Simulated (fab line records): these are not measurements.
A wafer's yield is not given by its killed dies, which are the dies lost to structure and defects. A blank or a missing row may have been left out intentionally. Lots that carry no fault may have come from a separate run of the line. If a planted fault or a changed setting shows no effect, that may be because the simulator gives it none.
fab line records    flow sky130
record: lots: 6  wafers: 18  lastDay: 50
route steps=708 shown CONTACT@431 METAL1@434 PAD_OPEN@708
lots with no fault: from the same line, run without faults
startH: start of the lot's first displayed wafer, in hours after the record's first day    waitH: hours elapsed since this lot's preceding step    " the same as in the row above    L1.1+2: several wafers, shown together as one row    - no value present, or no start provided    * or withheld: withheld    < > ~ a bound
route shown NAME@n: NAME is a module with steps in the file, n the number in the route of the first one    usual: mean/standard deviation taken from wafers without a fault    same: alike in all rows    chamber/n: place in a boat    sites: per-site readings    _std_site: standard deviation across them    _edge_site: the outer-site mean with the inner-site mean subtracted    radiusMm: for every site, how far away it sits from the centre of the wafer    mask NAME#n: copy n    behind: the most recent tool/chamber to have shaped the wafer    hold: reason for holding the lot/hours on hold/outcome of the hold    device: which transistor (n, p or np) failed to switch    end of line: the route-end tests of the same wafers    a step given without rows: its recipe and nothing more    killed: the dies lost at the first sort to structure and to defects; this is not the yield of the wafer    map: per-die view of a wafer (x killed, . not killed, _ where there is no die)
set.NAME: the setting the step ran with; set.NAME@STEP: the setting that earlier step ran with    model.NAME: the simulator's own value behind a step, which no gauge read
lots at selected steps of the route; one table per step, one row per wafer
services: from which hour (startH, from the record's first day; less than 0 if before it) a tool's chamber was out of use, for how many hours, and why
== steps ==
step: SKY_CONTACT_RS_MEAS_25
recipe: thkMeasGauge: four-point-probe  reads: W_of_CONTACT_CVD_24+TiN_of_CONTACT_SPUTTER_23
usual: CONTACT_W_RS: 0.339/0.0065
lot.wafer  tool          chamber  startH  waitH  CONTACT_W_RS[ohm/sq]
L457.1     filmMetro-03  -        770.54  0.1    0.345
L457.4     "             -        "       "      0.346
L457.6     "             -        "       "      0.348
L460.1     filmMetro-04  -        795.03  0.1    0.337
L460.2     "             -        "       "      0.337
L460.3     "             -        "       "      0.339
L467.2     filmMetro-04  -        848.79  0.1    0.333
L467.5     "             -        "       "      0.331
L467.6     "             -        "       "      0.334
L472.3     filmMetro-03  -        880.26  0.1    0.329
L472.5     "             -        "       "      0.329
L472.6     "             -        "       "      0.332
L473.2     filmMetro-04  -        887.45  0.1    0.337
L473.3     "             -        "       "      0.342
L473.6     "             -        "       "      0.340
L475.3     filmMetro-03  -        904.38  0.1    0.333
L475.5     "             -        "       "      0.331
L475.6     "             -        "       "      0.331
step: SKY_CONTACT_THK_MEAS_26
recipe: thkMeasGauge: xrf  reads: W_of_CONTACT_CVD_24
usual: CONTACT_W_THK: 345/7.5
lot.wafer  tool          chamber  startH  waitH  CONTACT_W_THK[nm]
L457.1     filmMetro-03  -        770.66  0.1    342
L457.4     "             -        "       "      339
L457.6     "             -        "       "      336
L460.1     filmMetro-04  -        795.15  0.1    353
L460.2     "             -        "       "      353
L460.3     "             -        "       "      352
L467.2     filmMetro-04  -        848.90  0.1    359
L467.5     "             -        "       "      360
L467.6     "             -        "       "      357
L472.3     filmMetro-03  -        880.36  0.1    346
L472.5     "             -        "       "      347
L472.6     "             -        "       "      345
L473.2     filmMetro-04  -        887.56  0.1    343
L473.3     "             -        "       "      338
L473.6     "             -        "       "      338
L475.3     filmMetro-03  -        904.48  0.1    346
L475.5     "             -        "       "      348
L475.6     "             -        "       "      348
step: SKY_CONTACT_CMP_27
recipe: stopOn: SiO2  tOverpolishS: 15  downForcePsi: 3.5  platenRpm: 60  targetThkNm: 0  padVelocityMS: 0.94248
step: SKY_METAL1_SPUTTER_00
recipe: material: Ti  targetThkNm: 15  powerW: 3000  timeS: 10  chamberPressurePa: 0.4
step: SKY_METAL1_SPUTTER_01
recipe: material: TiN  targetThkNm: 20  powerW: 6500  timeS: 16.7  chamberPressurePa: 0.4
usual: throttleValvePct: 30.1/1.2
lot.wafer  tool           chamber  startH  waitH  throttleValvePct
L457.1     pvdSputter-03  -        771.04  0.0    29.2
L457.4     "              -        "       "      30.6
L457.6     "              -        "       "      30.8
L460.1     pvdSputter-04  -        795.53  0.0    27.4
L460.2     "              -        "       "      31.0
L460.3     "              -        "       "      30.7
L467.2     pvdSputter-01  -        849.27  0.0    29.7
L467.5     "              -        "       "      27.8
L467.6     "              -        "       "      29.8
L472.3     pvdSputter-03  -        880.72  0.0    29.3
L472.5     "              -        "       "      31.6
L472.6     "              -        "       "      30.8
L473.2     pvdSputter-03  -        887.93  0.0    31.1
L473.3     "              -        "       "      30.9
L473.6     "              -        "       "      30.6
L475.3     pvdSputter-01  -        904.84  0.0    28.0
L475.5     "              -        "       "      29.8
L475.6     "              -        "       "      27.8
step: SKY_METAL1_SPUTTER_02
recipe: material: AlCu  targetThkNm: 250  powerW: 10600  timeS: 13.3  chamberPressurePa: 0.4
usual: throttleValvePct: 30.1/1.2
lot.wafer  tool           chamber  startH  waitH  throttleValvePct
L457.1     pvdSputter-03  -        771.07  0.0    28.8
L457.4     "              -        "       "      30.7
L457.6     "              -        "       "      30.4
L460.1     pvdSputter-04  -        795.56  0.0    27.4
L460.2     "              -        "       "      31.0
L460.3     "              -        "       "      30.5
L467.2     pvdSputter-01  -        849.30  0.0    29.9
L467.5     "              -        "       "      27.8
L467.6     "              -        "       "      29.7
L472.3     pvdSputter-03  -        880.74  0.0    29.3
L472.5     "              -        "       "      31.4
L472.6     "              -        "       "      30.7
L473.2     pvdSputter-03  -        887.96  0.0    30.7
L473.3     "              -        "       "      30.6
L473.6     "              -        "       "      30.3
L475.3     pvdSputter-01  -        904.86  0.0    27.6
L475.5     "              -        "       "      29.8
L475.6     "              -        "       "      27.6
step: SKY_METAL1_SPUTTER_03
recipe: material: Ti  targetThkNm: 5  powerW: 3000  timeS: 3.3  chamberPressurePa: 0.4
usual: throttleValvePct: 30.1/1.2
lot.wafer  tool           chamber  startH  waitH  throttleValvePct
L457.1     pvdSputter-03  -        771.09  0.0    29.0
L457.4     "              -        "       "      30.8
L457.6     "              -        "       "      30.9
L460.1     pvdSputter-04  -        795.58  0.0    27.5
L460.2     "              -        "       "      31.1
L460.3     "              -        "       "      30.5
L467.2     pvdSputter-01  -        849.32  0.0    29.7
L467.5     "              -        "       "      27.7
L467.6     "              -        "       "      29.7
L472.3     pvdSputter-03  -        880.77  0.0    28.9
L472.5     "              -        "       "      31.5
L472.6     "              -        "       "      30.6
L473.2     pvdSputter-03  -        887.98  0.0    30.7
L473.3     "              -        "       "      30.9
L473.6     "              -        "       "      31.0
L475.3     pvdSputter-01  -        904.89  0.0    27.6
L475.5     "              -        "       "      30.0
L475.6     "              -        "       "      27.8
step: SKY_METAL1_SPUTTER_04
recipe: material: TiN  targetThkNm: 70  powerW: 6500  timeS: 58.3  chamberPressurePa: 0.4
step: SKY_METAL1_RS_MEAS_05
recipe: thkMeasGauge: four-point-probe  reads: TiN_of_METAL1_SPUTTER_04+Ti_of_METAL1_SPUTTER_03+AlCu_of_METAL1_SPUTTER_02+TiN_of_METAL1_SPUTTER_01+Ti_of_METAL1_SPUTTER_00
usual: METAL1_ALCU_RS: 0.1267/0.0016
lot.wafer  tool          chamber  startH  waitH  METAL1_ALCU_RS[ohm/sq]
L457.1     filmMetro-03  -        771.16  0.0    0.1242
L457.4     "             -        "       "      0.1241
L457.6     "             -        "       "      0.1250
L460.1     filmMetro-02  -        795.65  0.0    0.1269
L460.2     "             -        "       "      0.1288
L460.3     "             -        "       "      0.1281
L467.2     filmMetro-02  -        849.41  0.0    0.1289
L467.5     "             -        "       "      0.1283
L467.6     "             -        "       "      0.1293
L472.3     filmMetro-01  -        880.88  0.1    0.1268
L472.5     "             -        "       "      0.1271
L472.6     "             -        "       "      0.1259
L473.2     filmMetro-02  -        888.07  0.0    0.1284
L473.3     "             -        "       "      0.1262
L473.6     "             -        "       "      0.1269
L475.3     filmMetro-02  -        905.00  0.1    0.1265
L475.5     "             -        "       "      0.1263
L475.6     "             -        "       "      0.1275
step: SKY_METAL1_THK_MEAS_06
recipe: thkMeasGauge: xrf  reads: AlCu_of_METAL1_SPUTTER_02
usual: METAL1_ALCU_THK: 249/3.1
lot.wafer  tool          chamber  startH  waitH  METAL1_ALCU_THK[nm]
L457.1     filmMetro-03  -        771.28  0.1    252
L457.4     "             -        "       "      253
L457.6     "             -        "       "      255
L460.1     filmMetro-02  -        795.77  0.1    248
L460.2     "             -        "       "      245
L460.3     "             -        "       "      246
L467.2     filmMetro-02  -        849.52  0.1    246
L467.5     "             -        "       "      246
L467.6     "             -        "       "      244
L472.3     filmMetro-01  -        880.98  0.1    249
L472.5     "             -        "       "      248
L472.6     "             -        "       "      250
L473.2     filmMetro-02  -        888.18  0.1    245
L473.3     "             -        "       "      248
L473.6     "             -        "       "      247
L475.3     filmMetro-02  -        905.10  0.1    249
L475.5     "             -        "       "      248
L475.6     "             -        "       "      247
step: SKY_METAL1_DEHYDRATE_07
recipe: tempC: 200  timeS: 60
step: SKY_METAL1_HMDS_08
recipe: primeTimeS: 60  primeTempC: 120
step: SKY_METAL1_COAT_09
recipe: resist: BARC  tempC: withheld  timeS: withheld  spinRpm: 3000  resistThkNm: 60
usual: chillPlateTempC: *
lot.wafer  tool           chamber  startH  waitH  chillPlateTempC
L457.1     lithoTrack-04  0        784.13  0.1    *
L457.4     "              0        "       "      *
L457.6     "              0        "       "      *
L460.1     lithoTrack-02  0        808.79  0.1    *
L460.2     "              0        "       "      *
L460.3     "              0        "       "      *
L467.2     lithoTrack-03  0        862.40  0.1    *
L467.5     "              0        "       "      *
L467.6     "              0        "       "      *
L472.3     lithoTrack-02  0        893.34  0.1    *
L472.5     "              0        "       "      *
L472.6     "              0        "       "      *
L473.2     lithoTrack-02  0        900.56  0.1    *
L473.3     "              0        "       "      *
L473.6     "              0        "       "      *
L475.3     lithoTrack-02  0        916.84  0.1    *
L475.5     "              0        "       "      *
L475.6     "              0        "       "      *
step: SKY_METAL1_COAT_10
recipe: resist: KrF-thick  spinRpm: 3000  resistThkNm: 450
step: SKY_METAL1_SOFTBAKE_11
recipe: tempC: 100  timeS: 90  resist: KrF-thick
step: SKY_METAL1_EXPOSE_12
recipe: maskId: MM1  na: 0.8  sourceShape: annular  sigmaInner: 0.55  sigmaOuter: 0.85  targetCdNm: 140  doseMj: 28
step: SKY_METAL1_PEB_13
recipe: pebTempC: withheld  pebTimeS: withheld  resist: KrF-thick
step: SKY_METAL1_DEVELOP_14
recipe: developTimeS: 60  resist: KrF-thick  devTempC: 21
step: SKY_METAL1_CD_MEAS_15
recipe: targetCdNm: 140
usual: cdNm: 139.5/1.6
lot.wafer  tool      chamber  startH  waitH  cdNm
L457.1     cdSem-02  -        797.78  -      139.5
L457.4     "         -        "       "      139.1
L457.6     "         -        "       "      140.4
L460.1     cdSem-02  -        822.18  -      139.8
L460.2     "         -        "       "      141.9
L460.3     "         -        "       "      141.3
L467.2     cdSem-01  -        874.59  -      140.1
L467.5     "         -        "       "      138.8
L467.6     "         -        "       "      140.1
L472.3     cdSem-01  -        906.78  -      139.4
L472.5     "         -        "       "      140.9
L472.6     "         -        "       "      139.1
L473.2     cdSem-02  -        913.71  -      143.4
L473.3     "         -        "       "      143.0
L473.6     "         -        "       "      143.3
L475.3     cdSem-02  -        928.81  -      141.0
L475.5     "         -        "       "      140.8
L475.6     "         -        "       "      137.9
step: SKY_METAL1_OVL_MEAS_16
usual: METAL1_OVL: -4/4.6
lot.wafer  tool        chamber  startH  waitH  METAL1_OVL[nm]
L457.1     overlay-01  -        797.90  0.1    1
L457.4     "           -        "       "      10
L457.6     "           -        "       "      6
L460.1     overlay-02  -        822.30  0.1    3
L460.2     "           -        "       "      1
L460.3     "           -        "       "      7
L467.2     overlay-02  -        874.70  0.1    -4
L467.5     "           -        "       "      -1
L467.6     "           -        "       "      -9
L472.3     overlay-01  -        906.87  0.1    -2
L472.5     "           -        "       "      -2
L472.6     "           -        "       "      0
L473.2     overlay-02  -        913.82  0.1    -6
L473.3     "           -        "       "      -8
L473.6     "           -        "       "      -7
L475.3     overlay-02  -        928.91  0.1    -7
L475.5     "           -        "       "      -9
L475.6     "           -        "       "      -6
step: SKY_METAL1_DESCUM_17
recipe: chemistry: O2  sourcePowerW: 150  biasPowerW: 0  pressureMtorr: 10  tempC: 40  timeS: 8
usual: drypumpMotorCurrentA: 6.0/0.37  oesProductAu: 1.002/0.0099  tempC: 39.99/0.12
same: biasPowerW: 0
lot.wafer  tool         chamber  startH  waitH  drypumpMotorCurrentA  oesProductAu  rfHoursCounterH  tempC
L457.1     rieMetal-02  1        797.94  0.0    6.5                   0.994         13               40.21
L457.4     "            0        "       "      5.8                   1.006         -                39.92
L457.6     "            1        "       "      6.5                   0.997         -                40.02
L460.1     rieMetal-04  0        822.33  0.0    5.8                   0.998         17               39.95
L460.2     "            0        "       "      5.8                   0.988         -                40.00
L460.3     "            0        "       "      5.8                   1.013         -                39.81
L467.2     rieMetal-04  1        874.74  0.0    5.4                   1.011         -                40.02
L467.5     "            1        "       "      5.3                   1.003         -                39.96
L467.6     "            1        "       "      5.4                   1.009         -                40.08
L472.3     rieMetal-02  0        906.91  0.0    5.8                   1.002         -                40.28
L472.5     "            1        "       "      6.5                   0.991         -                39.79
L472.6     "            0        "       "      5.8                   0.993         -                40.19
L473.2     rieMetal-02  1        913.85  0.0    6.6                   0.985         18               39.85
L473.3     "            1        "       "      6.5                   0.993         -                39.88
L473.6     "            0        "       "      5.8                   1.008         -                40.23
L475.3     rieMetal-02  0        928.95  0.0    5.8                   1.001         -                39.93
L475.5     "            0        "       "      5.8                   0.997         -                39.91
L475.6     "            0        "       "      5.8                   0.986         -                39.96
step: SKY_METAL1_ETCH_18
recipe: chemistry: N2/H2  target: BARC  ionEnergyEv: 200  biasW: 100  pressureMtorr: 30  n2FlowSccm: 100  h2FlowSccm: 200  icpW: 500  stopOn: SiO2  timeS: 45.9  targetDepthA: 600
usual: biasW: 100.02/0.3  drypumpMotorCurrentA: 6.0/0.37  oesProductAu: 0.854/0.0049  throttleValvePct: 13.225/0.0081
lot.wafer  tool         chamber  startH  waitH  biasW   drypumpMotorCurrentA  oesProductAu  rfHoursCounterH  throttleValvePct  model.etch.depthNm
L457.1     rieMetal-02  1        797.97  0.0    100.33  6.5                   0.851         13               13.231            59.83
L457.4     "            0        "       "      100.18  5.8                   0.859         -                13.235            60.12
L457.6     "            1        "       "      100.79  6.6                   0.849         -                13.210            59.76
L460.1     rieMetal-04  0        822.40  0.1    100.02  5.8                   0.847         17               13.218            59.95
L460.2     "            0        "       "      99.72   5.8                   0.853         -                13.226            59.99
L460.3     "            0        "       "      100.13  5.8                   0.859         -                13.219            60.02
L467.2     rieMetal-04  1        874.81  0.1    100.02  5.4                   0.848         -                13.234            59.75
L467.5     "            1        "       "      100.24  5.4                   0.847         -                13.223            59.65
L467.6     "            1        "       "      100.25  5.4                   0.850         -                13.215            59.75
L472.3     rieMetal-02  0        906.95  0.0    100.54  5.8                   0.853         -                13.237            60.13
L472.5     "            1        "       "      99.71   6.5                   0.850         -                13.220            59.8
L472.6     "            0        "       "      100.43  5.8                   0.859         -                13.220            60.01
L473.2     rieMetal-02  1        913.88  0.0    100.33  6.6                   0.873         18               13.219            61.94
L473.3     "            1        "       "      100.41  6.6                   0.875         -                13.233            61.86
L473.6     "            0        "       "      99.51   5.8                   0.848         -                13.238            59.88
L475.3     rieMetal-02  0        929.04  0.1    99.91   5.8                   0.870         -                13.224            61.99
L475.5     "            0        "       "      99.81   5.8                   0.855         -                13.236            60.22
L475.6     "            0        "       "      99.44   5.8                   0.854         -                13.244            60.13
step: SKY_METAL1_METAL_ETCH_19
recipe: targetDepthA: 3600  stopOn: SiO2  overEtchFrac: 0.3  timeS: 78  chemistry: Cl2/BCl3  resistSidewallDeg: 88  pressureMtorr: 10  icpW: 900  biasW: 48.5  Cl2_flow_sccm: 60  bcl3FlowSccm: 30
usual: biasW: 48.50/0.15  drypumpMotorCurrentA: 6.0/0.38  oesProductAu: 0.855/0.0063  throttleValvePct: 22.264/0.0081
lot.wafer  tool         chamber  startH  waitH  biasW  drypumpMotorCurrentA  oesProductAu  rfHoursCounterH  throttleValvePct
L457.1     rieMetal-02  1        798.04  0.0    48.40  6.6                   0.863         13               22.270
L457.4     "            0        "       "      48.36  5.8                   0.859         -                22.276
L457.6     "            1        "       "      48.22  6.6                   0.860         -                22.264
L460.1     rieMetal-04  0        822.52  0.1    48.61  5.8                   0.851         18               22.247
L460.2     "            0        "       "      48.62  5.8                   0.853         -                22.267
L460.3     "            0        "       "      48.53  5.8                   0.856         -                22.270
L467.2     rieMetal-04  1        874.95  0.1    48.64  5.4                   0.845         -                22.268
L467.5     "            1        "       "      48.63  5.4                   0.854         -                22.265
L467.6     "            1        "       "      48.37  5.3                   0.852         -                22.270
L472.3     rieMetal-02  0        907.02  0.1    48.36  5.8                   0.863         -                22.261
L472.5     "            1        "       "      48.59  6.5                   0.852         -                22.271
L472.6     "            0        "       "      48.63  5.8                   0.859         -                22.263
L473.2     rieMetal-02  1        913.94  0.0    48.28  6.6                   0.845         18               22.259
L473.3     "            1        "       "      48.43  6.5                   0.850         -                22.273
L473.6     "            0        "       "      48.33  5.8                   0.864         -                22.260
L475.3     rieMetal-02  0        929.18  0.1    48.66  5.8                   0.854         -                22.257
L475.5     "            0        "       "      48.63  5.8                   0.857         -                22.255
L475.6     "            0        "       "      48.49  5.8                   0.856         -                22.265
step: SKY_PAD_OPEN_PROBE_99
usual: defectLimitedYield: 82.7/1.9  killed_at_M0_to_M3: 43/7.3  killed_at_M4_up: 3.1/1.7  killedAtContacts: 25/5.3  killedAtFrontEnd: 14/4.1  killedAtOther: 0.3/0.56  killedDies: 85/9.4  killedOpen: 46/7.4  killedShort: 38/5.8  sort_bin_3_pad_short: 0.8/0.4  sort_bin_5_function: 10.2/1.5  sort_bin_6_memory: 6.2/1.2  sortNPass: 407/9.4  sortYieldPct: 82.7/1.9
same: grossDies: 492  killedAtBackSide: 0  sort_bin_4_leakage[%]: 0  sort_bin_8_speed[%]: 0
lot.wafer  tool       chamber  startH   waitH  defectLimitedYield[%]  killed_at_M0_to_M3  killed_at_M4_up  killedAtContacts  killedAtFrontEnd  killedAtOther  killedDies  killedOpen  killedShort  sort_bin_3_pad_short[%]  sort_bin_5_function[%]  sort_bin_6_memory[%]  sortNPass  sortYieldPct[%]
L460.1     prober-02  -        1121.75  0.1    82.7                   41                  3                22                18                1              85          41          44           2.2                      8.7                     6.3                   407        82.7
L460.2     prober-02  -        1121.80  0.1    83.1                   45                  2                24                12                0              83          47          35           0.8                      10.2                    5.9                   409        83.1
L460.3     prober-02  -        1121.85  0.2    84.1                   47                  2                17                12                0              78          45          32           0.4                      9.3                     6.1                   414        84.1
killed by level:class
L460.1 FIELD_ISO:geometricParticle:open=8 LI_CONTACT:geometricParticle:open=7 FIELD_ISO:geometricParticle:short=6 LOCAL_INTERCONNECT:geometricParticle:short=6 METAL1:geometricParticle:short=6 VIA1:geometricParticle:short=6 VIA1:geometricParticle:open=6 CONTACT:geometricParticle:short=5
L460.2 VIA3:geometricParticle:open=9 VIA1:geometricParticle:open=8 FIELD_ISO:geometricParticle:open=6 CONTACT:geometricParticle:open=6 VIA1:geometricParticle:short=6 LI_CONTACT:geometricParticle:open=5 LOCAL_INTERCONNECT:geometricParticle:short=5 METAL3:geometricParticle:short=4
L460.3 VIA1:geometricParticle:open=10 VIA3:geometricParticle:open=8 LI_CONTACT:geometricParticle:open=6 CONTACT:geometricParticle:short=6 VIA2:geometricParticle:open=6 METAL2:geometricParticle:short=5 FIELD_ISO:geometricParticle:short=4 METAL1:geometricParticle:short=4
== services ==
tool           chamber  startH  hours  kind
rieMetal-04    1        776.72  88.2   repair
pvdSputter-01  -        778.26  2.4    repair
rieMetal-02    -        785.29  1.4    pm
rieMetal-02    -        788.63  0.6    repair
pvdSputter-04  1        807.55  -      consumableReplace:kit
pvdSputter-04  1        807.55  18.0   scheduledDown
pvdSputter-04  1        807.55  18.0   ventCycle
rieMetal-02    0        846.87  -      clean
rieMetal-02    0        846.87  14.5   scheduledDown
rieMetal-02    0        846.87  14.5   ventCycle
rieMetal-04    0        864.88  -      clean
rieMetal-04    0        864.88  20.5   scheduledDown
rieMetal-04    0        864.88  20.5   ventCycle
pvdSputter-03  1        894.78  -      consumableReplace:kit
pvdSputter-03  1        894.78  18.0   scheduledDown
pvdSputter-03  1        894.78  18.0   ventCycle
rieMetal-04    -        904.11  0.2    repair
rieMetal-02    1        926.93  -      clean
rieMetal-02    1        926.93  24.7   scheduledDown
rieMetal-02    1        926.93  24.7   ventCycle
rieMetal-04    -        928.18  2.5    repair
pvdSputter-04  -        929.15  1.2    repair
== key ==
firstSign: step: SKY_METAL1_ETCH_18  reading: oesProductAu  direction: up  sigmas: 3.8  usual: 0.854  struck: 0.873
effect none on later readings
modelEffect: step: SKY_METAL1_ETCH_18  value: etch.depthNm  without: 59.88  struck: 61.93
metAt SKY_METAL1_COAT_09
struckWafers L473.2,L473.3,L475.3
onsetBetween 893.34 900.56
fault: kind: processParameterDrift  tool: lithoTrack-02  chamber: -  onsetH: 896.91  steps: SKY_METAL1_COAT_09  channel: resistThkNm  offset: 2.0516  shape: step  endH: 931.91  scope: struckWafersOnly  actsIn: theseRecipesOnly  stated: 60
